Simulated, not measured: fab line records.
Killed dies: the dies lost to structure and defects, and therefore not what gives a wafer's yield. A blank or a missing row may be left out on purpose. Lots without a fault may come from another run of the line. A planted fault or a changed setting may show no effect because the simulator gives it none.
fab line records    flow sky130
record: lots: 12  wafers: 36  last_day: 50
route steps=708 shown VIA2@528 METAL3@535 VIA3@575 PAD_OPEN@708
lots that met no fault: from a run of the same line without faults
start_h: hours from the record's first day to the start of the lot's first wafer shown    wait_h: hours from the lot's prior step to this one    " as in the row above    L1.1+2: a row that stands for several wafers    - either no value or no given start    * or withheld: withheld    < > ~ a bound
route shown NAME@n: names a module that has steps shown in the file, with the first one's number in the route    usual: the fault-free wafers' mean and standard deviation    same: alike in all rows    chamber/n: place in a boat    sites: per-site readings    _std_site: the values' standard deviation    _edge_site: mean of outer sites minus mean of inner sites    radius_mm: how far each site lies from the wafer's centre    mask NAME#n: copy n    behind: the most recent tool/chamber to have shaped the wafer    hold: what put the lot on hold/how long, in hours/how the hold closed    device: names the non-switching transistor (n, p or np)    end of line: the tests these same wafers got at the end of their route    where a step has no rows: the recipe by itself    killed: at the first sort, the dies lost to defects and structure; wafer yield is something else    map: the dies of a wafer, with x for killed, . for not killed, _ for no die there
set.NAME: the setting that was run; set.NAME@STEP: the one run at that earlier step    model.NAME: the simulator's own value behind a step, which no gauge read
route steps across a sampled set of lots; one table per step, one row per wafer
services: the hour from which a tool's chamber was out of use, counted from the record's first day as start_h (under 0 if before that day), plus the number of hours and why
== steps ==
step: SKY_VIA2_CVD_21
recipe: material: W  target_thk_nm: 420  time_s: 126.4  temp_c: 400  pressure_torr: 40
usual: chamber_pressure_Torr: 40.00/0.079  heater_power_w: 869/54
lot.wafer  tool      chamber  start_h  wait_h  chamber_pressure_Torr  heater_power_w
L341.1     cvd_w-01  0        860.26   0.0     39.82                  864
L341.2     "         0        "        "       39.96                  844
L341.4     "         0        "        "       39.95                  842
L343.1     cvd_w-01  0        869.65   0.0     39.99                  852
L343.3     "         0        "        "       40.03                  853
L343.4     "         1        "        "       39.87                  970
L344.1     cvd_w-02  0        879.26   0.0     40.19                  806
L344.3     "         1        "        "       39.94                  912
L344.6     "         0        "        "       40.03                  802
L346.1     cvd_w-01  0        897.30   0.0     40.12                  847
L346.3     "         0        "        "       40.20                  853
L346.5     "         0        "        "       40.13                  830
L348.1     cvd_w-02  0        916.75   0.0     39.94                  805
L348.4     "         1        "        "       39.97                  906
L348.6     "         1        "        "       40.08                  909
L354.1     cvd_w-01  1        953.51   0.0     39.95                  912
L354.2     "         0        "        "       40.02                  843
L354.4     "         0        "        "       40.00                  843
L356.2     cvd_w-01  1        970.49   0.0     39.93                  932
L356.5     "         1        "        "       39.94                  934
L356.6     "         0        "        "       40.05                  834
L358.1     cvd_w-02  0        986.09   0.0     40.02                  796
L358.4     "         1        "        "       40.01                  910
L358.5     "         0        "        "       40.17                  793
L359.3     cvd_w-02  0        987.98   0.1     40.01                  798
L359.4     "         1        "        "       39.97                  916
L359.6     "         1        "        "       40.00                  942
L361.2     cvd_w-02  1        1001.72  0.0     40.05                  898
L361.3     "         1        "        "       40.01                  908
L361.6     "         0        "        "       39.93                  807
L362.2     cvd_w-02  1        1005.03  0.0     39.84                  899
L362.4     "         1        "        "       40.06                  924
L362.6     "         1        "        "       39.96                  922
L363.1     cvd_w-01  0        1019.41  0.0     39.96                  844
L363.3     "         0        "        "       39.95                  841
L363.4     "         1        "        "       39.93                  908
step: SKY_METAL3_SPUTTER_03
recipe: material: Ti  target_thk_nm: 5  power_w: 3000  time_s: 3.3  chamber_pressure_pa: 0.4
usual: throttle_valve_pct: 30.3/0.83
lot.wafer  tool            chamber  start_h  wait_h  throttle_valve_pct
L341.1     pvd_sputter-03  -        861.09   0.0     30.0
L341.2     "               -        "        "       31.0
L341.4     "               -        "        "       29.6
L343.1     pvd_sputter-02  -        870.35   0.0     30.3
L343.3     "               -        "        "       28.8
L343.4     "               -        "        "       31.2
L344.1     pvd_sputter-02  -        879.96   0.0     31.6
L344.3     "               -        "        "       29.0
L344.6     "               -        "        "       30.5
L346.1     pvd_sputter-04  -        897.99   0.0     29.2
L346.3     "               -        "        "       30.9
L346.5     "               -        "        "       31.4
L348.1     pvd_sputter-04  -        917.45   0.0     30.7
L348.4     "               -        "        "       29.6
L348.6     "               -        "        "       29.3
L354.1     pvd_sputter-03  -        954.21   0.0     30.6
L354.2     "               -        "        "       31.0
L354.4     "               -        "        "       29.8
L356.2     pvd_sputter-02  -        971.45   0.0     28.8
L356.5     "               -        "        "       31.6
L356.6     "               -        "        "       29.0
L358.1     pvd_sputter-03  -        986.78   0.0     30.9
L358.4     "               -        "        "       30.0
L358.5     "               -        "        "       29.8
L359.3     pvd_sputter-04  -        988.63   0.0     31.1
L359.4     "               -        "        "       29.3
L359.6     "               -        "        "       30.9
L361.2     pvd_sputter-03  -        1003.15  0.0     30.4
L361.3     "               -        "        "       31.0
L361.6     "               -        "        "       30.4
L362.2     pvd_sputter-02  -        1005.75  0.0     31.2
L362.4     "               -        "        "       31.5
L362.6     "               -        "        "       31.1
L363.1     pvd_sputter-03  -        1020.10  0.0     30.0
L363.3     "               -        "        "       30.5
L363.4     "               -        "        "       31.0
step: SKY_METAL3_DEVELOP_12
recipe: develop_time_s: 60  resist: KrF-thick  dev_temp_c: 21
usual: developer_temp_C: 21.00/0.11
lot.wafer  tool            chamber  start_h  wait_h  developer_temp_C
L341.1     litho_track-02  0        913      -       21.05
L341.2     "               0        "        "       20.94
L341.4     "               0        "        "       21.18
L343.1     litho_track-03  0        921      -       20.92
L343.3     "               0        "        "       20.96
L343.4     "               0        "        "       20.78
L344.1     litho_track-03  0        931      -       20.91
L344.3     "               0        "        "       20.97
L344.6     "               0        "        "       21.04
L346.1     litho_track-03  0        948      -       21.00
L346.3     "               0        "        "       21.09
L346.5     "               0        "        "       20.88
L348.1     litho_track-01  0        968      -       20.95
L348.4     "               0        "        "       20.94
L348.6     "               0        "        "       21.03
L354.1     litho_track-03  0        1002     -       21.43
L354.2     "               0        "        "       21.61
L354.4     "               0        "        "       21.60
L356.2     litho_track-03  0        1019     -       21.67
L356.5     "               0        "        "       21.69
L356.6     "               0        "        "       21.59
L358.1     litho_track-01  0        1033     -       20.87
L358.4     "               0        "        "       20.91
L358.5     "               0        "        "       21.01
L359.3     litho_track-01  0        1034     -       21.19
L359.4     "               0        "        "       20.92
L359.6     "               0        "        "       21.06
L361.2     litho_track-02  0        1049     -       21.03
L361.3     "               0        "        "       21.05
L361.6     "               0        "        "       20.91
L362.2     litho_track-01  0        1051     -       21.09
L362.4     "               0        "        "       21.11
L362.6     "               0        "        "       20.91
L363.1     litho_track-02  0        1065     -       20.75
L363.3     "               0        "        "       20.90
L363.4     "               0        "        "       21.05
step: SKY_VIA3_CMP_02
recipe: material: SiO2  down_force_psi: 4  platen_rpm: 60  pad_velocity_m_s: 0.94248
usual: motor_current_A: 12.8/1.3  retaining_ring_pressure_frac: 0.999/0.0048
lot.wafer  tool    chamber  start_h  wait_h  motor_current_A  retaining_ring_pressure_frac
L341.1     cmp-01  3        914.96   0.1     13.5             1.004
L341.4     "       0        "        "       11.4             0.991
L341.2     "       2        "        "       14.6             0.994
L343.1     cmp-02  1        923.55   0.1     13.0             0.996
L343.3     "       3        "        "       11.3             1.001
L343.4     "       0        "        "       11.3             0.999
L344.1     cmp-01  3        932.77   0.3     13.6             1.000
L344.3     "       1        "        "       12.3             1.003
L344.6     "       2        "        "       15.9             0.995
L346.3     cmp-01  0        949.97   0.4     11.5             0.997
L346.1     "       1        "        "       12.3             1.001
L346.5     "       3        "        "       12.4             1.005
L348.4     cmp-02  0        969.50   0.0     11.3             0.997
L348.1     "       1        "        "       13.8             1.004
L348.6     "       0        "        "       10.6             1.004
L354.1     cmp-01  0        1004.32  0.4     11.9             0.997
L354.4     "       1        "        "       12.4             0.997
L354.2     "       2        "        "       15.6             0.992
L356.2     cmp-01  3        1020.68  0.1     12.6             0.997
L356.5     "       2        "        "       15.0             1.000
L356.6     "       3        "        "       13.0             0.998
L358.4     cmp-02  2        1035.19  0.0     13.0             1.004
L358.1     "       0        "        "       10.6             0.994
L358.5     "       2        "        "       12.4             0.996
L359.3     cmp-01  2        1035.55  0.0     15.0             0.989
L359.4     "       3        "        "       13.4             1.000
L359.6     "       2        "        "       14.7             0.991
L361.3     cmp-02  1        1050.67  0.0     14.1             1.000
L361.2     "       2        "        "       12.5             0.998
L361.6     "       2        "        "       12.4             1.003
L362.4     cmp-01  2        1052.68  0.1     14.7             1.004
L362.2     "       3        "        "       13.0             1.001
L362.6     "       1        "        "       11.9             0.994
L363.4     cmp-01  1        1066.64  0.0     12.2             0.999
L363.3     "       2        "        "       15.0             0.996
L363.1     "       0        "        "       11.8             1.008
step: SKY_PAD_OPEN_PROBE_99
usual: defect_limited_yield: 82.9/2  killed_at_M0_to_M3: 42/7.6  killed_at_M4_up: 2.9/1.7  killed_at_contacts: 24/5.1  killed_at_front_end: 15/4  killed_at_other: 0.2/0.38  killed_dies: 84/9.9  killed_open: 46/7.2  killed_short: 38/6.6  sort_bin_3_pad_short: 0.9/0.38  sort_bin_5_function: 10.2/1.5  sort_bin_6_memory: 6.0/1  sort_n_pass: 408/9.9  sort_yield_pct: 82.9/2
same: gross_dies: 492  killed_at_back_side: 0  sort_bin_4_leakage[%]: 0  sort_bin_8_speed[%]: 0
lot.wafer  tool       chamber  start_h  wait_h  defect_limited_yield[%]  killed_at_M0_to_M3  killed_at_M4_up  killed_at_contacts  killed_at_front_end  killed_at_other  killed_dies  killed_open  killed_short  sort_bin_3_pad_short[%]  sort_bin_5_function[%]  sort_bin_6_memory[%]  sort_n_pass  sort_yield_pct[%]
L343.1     prober-01  -        1095.14  0.1     81.5                     48                  0                30                  13                   0                91           58           33            1.0                      11.8                    5.7                   401          81.5
L343.3     prober-01  -        1095.24  0.2     86.2                     27                  1                22                  17                   1                68           36           32            1.2                      9.6                     3.0                   424          86.2
L343.4     prober-01  -        1095.29  0.2     83.1                     39                  3                21                  20                   0                83           39           44            0.6                      11.6                    4.7                   409          83.1
L346.1     prober-02  -        1116.34  0.1     85.6                     25                  3                33                  10                   0                71           40           31            0.8                      9.3                     4.3                   421          85.6
L346.3     prober-02  -        1116.44  0.2     81.7                     37                  2                32                  19                   0                90           49           41            0.6                      12.6                    5.1                   402          81.7
L346.5     prober-02  -        1116.54  0.2     80.7                     46                  1                30                  18                   0                95           53           42            0.6                      11.6                    7.1                   397          80.7
L348.1     prober-02  -        1131.06  0.1     87.6                     28                  2                18                  13                   0                61           25           36            0.6                      6.9                     4.9                   431          87.6
L348.4     prober-02  -        1131.21  0.2     85.8                     32                  2                18                  18                   0                70           36           34            0.4                      8.1                     5.7                   422          85.8
L348.6     prober-02  -        1131.31  0.2     85.6                     37                  5                15                  13                   1                71           32           39            0.8                      8.5                     5.1                   421          85.6
L356.2     prober-02  -        1169.50  0.1     81.1                     51                  5                28                  9                    0                93           46           47            1.2                      11.6                    6.1                   399          81.1
L356.5     prober-02  -        1169.65  0.2     83.7                     39                  4                23                  13                   1                80           48           32            1.0                      7.5                     7.7                   412          83.7
L356.6     prober-02  -        1169.70  0.2     83.7                     35                  6                24                  15                   0                80           42           38            0.8                      10.2                    5.3                   412          83.7
killed by level:class
L343.1 CONTACT:geometric_particle:open=19 VIA1:geometric_particle:short=11 VIA2:geometric_particle:open=9 VIA1:geometric_particle:open=7 FIELD_ISO:geometric_particle:open=6 METAL2:geometric_particle:short=6 LI_CONTACT:geometric_particle:open=5 CONTACT:geometric_particle:short=4
L343.3 LI_CONTACT:geometric_particle:open=8 CONTACT:geometric_particle:open=8 FIELD_ISO:geometric_particle:short=5 FIELD_ISO:geometric_particle:open=5 METAL1:geometric_particle:short=5 METAL2:geometric_particle:short=5 POLY_GATE:geometric_particle:open=4 VIA3:geometric_particle:open=4
L343.4 LI_CONTACT:geometric_particle:open=9 VIA1:geometric_particle:open=8 POLY_GATE:geometric_particle:short=6 METAL2:geometric_particle:short=6 VIA2:geometric_particle:open=5 METAL1:geometric_particle:short=5 POLY_GATE:geometric_particle:open=4 CONTACT:geometric_particle:open=4
L346.1 LI_CONTACT:geometric_particle:open=12 CONTACT:geometric_particle:open=9 VIA2:geometric_particle:open=6 FIELD_ISO:geometric_particle:short=5 VIA3:geometric_particle:open=5 POLY_GATE:geometric_particle:short=4 LI_CONTACT:geometric_particle:short=3 LOCAL_INTERCONNECT:geometric_particle:short=3
L346.3 LI_CONTACT:geometric_particle:open=11 FIELD_ISO:geometric_particle:short=9 VIA1:geometric_particle:open=9 CONTACT:geometric_particle:open=7 CONTACT:geometric_particle:short=6 METAL2:geometric_particle:short=5 VIA3:geometric_particle:open=5 LOCAL_INTERCONNECT:geometric_particle:short=4
L346.5 VIA1:geometric_particle:open=14 CONTACT:geometric_particle:open=11 POLY_GATE:geometric_particle:open=8 LI_CONTACT:geometric_particle:open=8 METAL2:geometric_particle:short=8 METAL1:geometric_particle:short=7 CONTACT:geometric_particle:short=6 VIA3:geometric_particle:open=5
L348.1 CONTACT:geometric_particle:open=8 POLY_GATE:geometric_particle:short=6 VIA1:geometric_particle:open=6 METAL2:geometric_particle:short=6 LOCAL_INTERCONNECT:geometric_particle:short=5 CONTACT:geometric_particle:short=4 VIA1:geometric_particle:short=4 METAL1:geometric_particle:short=3
L348.4 VIA1:geometric_particle:short=9 VIA1:geometric_particle:open=7 FIELD_ISO:geometric_particle:open=5 LOCAL_INTERCONNECT:geometric_particle:short=5 CONTACT:geometric_particle:open=5 POLY_GATE:geometric_particle:open=4 LI_CONTACT:geometric_particle:open=4 METAL1:geometric_particle:short=4
L348.6 VIA1:geometric_particle:open=7 CONTACT:geometric_particle:open=5 POLY_GATE:geometric_particle:short=4 VIA1:geometric_particle:short=4 VIA2:geometric_particle:open=4 METAL2:geometric_particle:short=4 METAL4:geometric_particle:short=4 FIELD_ISO:geometric_particle:short=3
L356.2 VIA1:geometric_particle:open=12 CONTACT:geometric_particle:open=11 LI_CONTACT:geometric_particle:open=7 VIA3:geometric_particle:short=7 VIA1:geometric_particle:short=6 VIA3:geometric_particle:open=6 METAL3:geometric_particle:short=6 CONTACT:geometric_particle:short=5
L356.5 VIA1:geometric_particle:open=14 CONTACT:geometric_particle:open=8 LI_CONTACT:geometric_particle:open=6 VIA3:geometric_particle:open=6 CONTACT:geometric_particle:short=5 VIA1:geometric_particle:short=5 METAL2:geometric_particle:short=4 VIA2:geometric_particle:open=4
L356.6 CONTACT:geometric_particle:open=10 VIA1:geometric_particle:open=10 POLY_GATE:geometric_particle:short=6 LI_CONTACT:geometric_particle:open=6 CONTACT:geometric_particle:short=6 METAL2:geometric_particle:short=5 METAL4:geometric_particle:short=5 FIELD_ISO:geometric_particle:open=4
== services ==
tool            chamber  start_h  hours  kind
cvd_w-01        1        856.25   11.1   repair
cmp-02          -        865.82   0.8    repair
pvd_sputter-03  -        879.41   2.4    repair
cmp-02          -        900.05   3.6    repair
cvd_w-01        -        904.00   14.0   pm
cvd_w-01        0        904.00   14.0   vent_cycle
cvd_w-01        1        904.00   14.0   vent_cycle
cmp-02          -        912.00   4.0    pm
pvd_sputter-03  -        914.68   2.8    repair
cmp-02          -        916.00   -      consumable_replace:conditioner
pvd_sputter-03  -        917.05   0.6    repair
cvd_w-01        0        918.00   -      clean
cvd_w-01        1        918.00   -      clean
pvd_sputter-04  -        932.89   11.4   repair
cmp-02          -        935.29   26.3   pm
pvd_sputter-04  -        949.14   3.7    repair
pvd_sputter-02  -        952.40   1.0    repair
cmp-01          -        957.46   1.4    repair
cmp-01          -        964.94   14.4   pm
pvd_sputter-03  -        985.56   0.9    repair
cmp-02          -        991.96   1.7    repair
cmp-01          -        993.67   7.0    pm
cmp-01          -        1047.38  3.3    repair
cmp-01          -        1060.56  1.1    repair
== key ==
first_sign: step: SKY_METAL3_DEVELOP_12  reading: developer_temp_C  direction: up  sigmas: 5.7  usual: *  struck: *
effect none on later readings
met_at SKY_METAL3_DEVELOP_12
struck_lots L354,L356
not_acting_at SKY_VIA2_CVD_21,SKY_METAL3_SPUTTER_03,SKY_VIA3_CMP_02
onset_between 948 1002
fault: kind: process_parameter_drift  tool: litho_track-03  chamber: -  onset_h: 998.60  steps: SKY_METAL3_DEVELOP_12  channel: dev_temp_c  offset: *  shape: step  end_h: 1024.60  acts_in: *  stated: *
